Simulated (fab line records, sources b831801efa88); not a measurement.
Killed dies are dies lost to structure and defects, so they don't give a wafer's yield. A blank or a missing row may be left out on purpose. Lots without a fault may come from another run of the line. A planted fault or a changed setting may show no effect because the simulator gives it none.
Chamber matching | flow gf180mcu | GF_V1_ETCH_16 on rie_diel-02: 4 sister chambers
The step etches BARC in N2/H2. 8 wafers are shown with their chamber, then 8 later ones without.

WAFERS WITH THEIR CHAMBER
wafer  | chamber | oes_product_au (a.u.) | throttle_valve_pct (%)
L077.6 | 2       | 0.848                 | 13.225
L079.2 | 0       | 0.865                 | 13.210
L080.5 | 1       | 0.855                 | 13.231
L080.6 | 2       | 0.861                 | 13.236
L087.1 | 0       | 0.863                 | 13.223
L087.3 | 3       | 0.850                 | 13.233
L087.4 | 1       | 0.853                 | 13.223
L088.2 | 3       | 0.857                 | 13.230

WAFERS WITHOUT THEIR CHAMBER
wafer  | oes_product_au (a.u.) | throttle_valve_pct (%)
L088.3 | 0.858                 | 13.242
L088.6 | 0.850                 | 13.225
L089.1 | 0.864                 | 13.216
L089.4 | 0.851                 | 13.213
L089.5 | 0.862                 | 13.247
L090.1 | 0.857                 | 13.219
L090.2 | 0.858                 | 13.215
L090.6 | 0.857                 | 13.229

WHICH CHAMBER EACH WENT THROUGH
wafer  | from the rows above               | in truth
L088.3 | can't be placed: 3 or 2 or 1      | 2
L088.6 | can't be placed: 1 or 3 or 2      | 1
L089.1 | 0                                 | 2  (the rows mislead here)
L089.4 | can't be placed: 1 or 0 or 2 or 3 | 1
L089.5 | can't be placed: 3 or 2 or 1 or 0 | 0
L090.1 | can't be placed: 1 or 0 or 2 or 3 | 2
L090.2 | can't be placed: 0 or 1 or 2 or 3 | 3
L090.6 | can't be placed: 2 or 1 or 3 or 0 | 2
Placed correctly: 0 of 8. Can't be placed from these rows: 7 (the true chamber is among the candidates in 7). Placed wrongly: 1.
How it was worked out, from the rows above alone: a wafer's distance from a chamber is the root of the sum, over the readings, of the square of ((its reading less the chamber's mean) divided by the reading's scatter). The wafer belongs to the nearest chamber; if the next one is less than 2 further off, it can't be placed. A chamber's mean is the mean of its shown wafers. The scatter: the root of (the sum of the squares of (reading less its chamber's mean) over the shown wafers, divided by (wafers less chambers)).
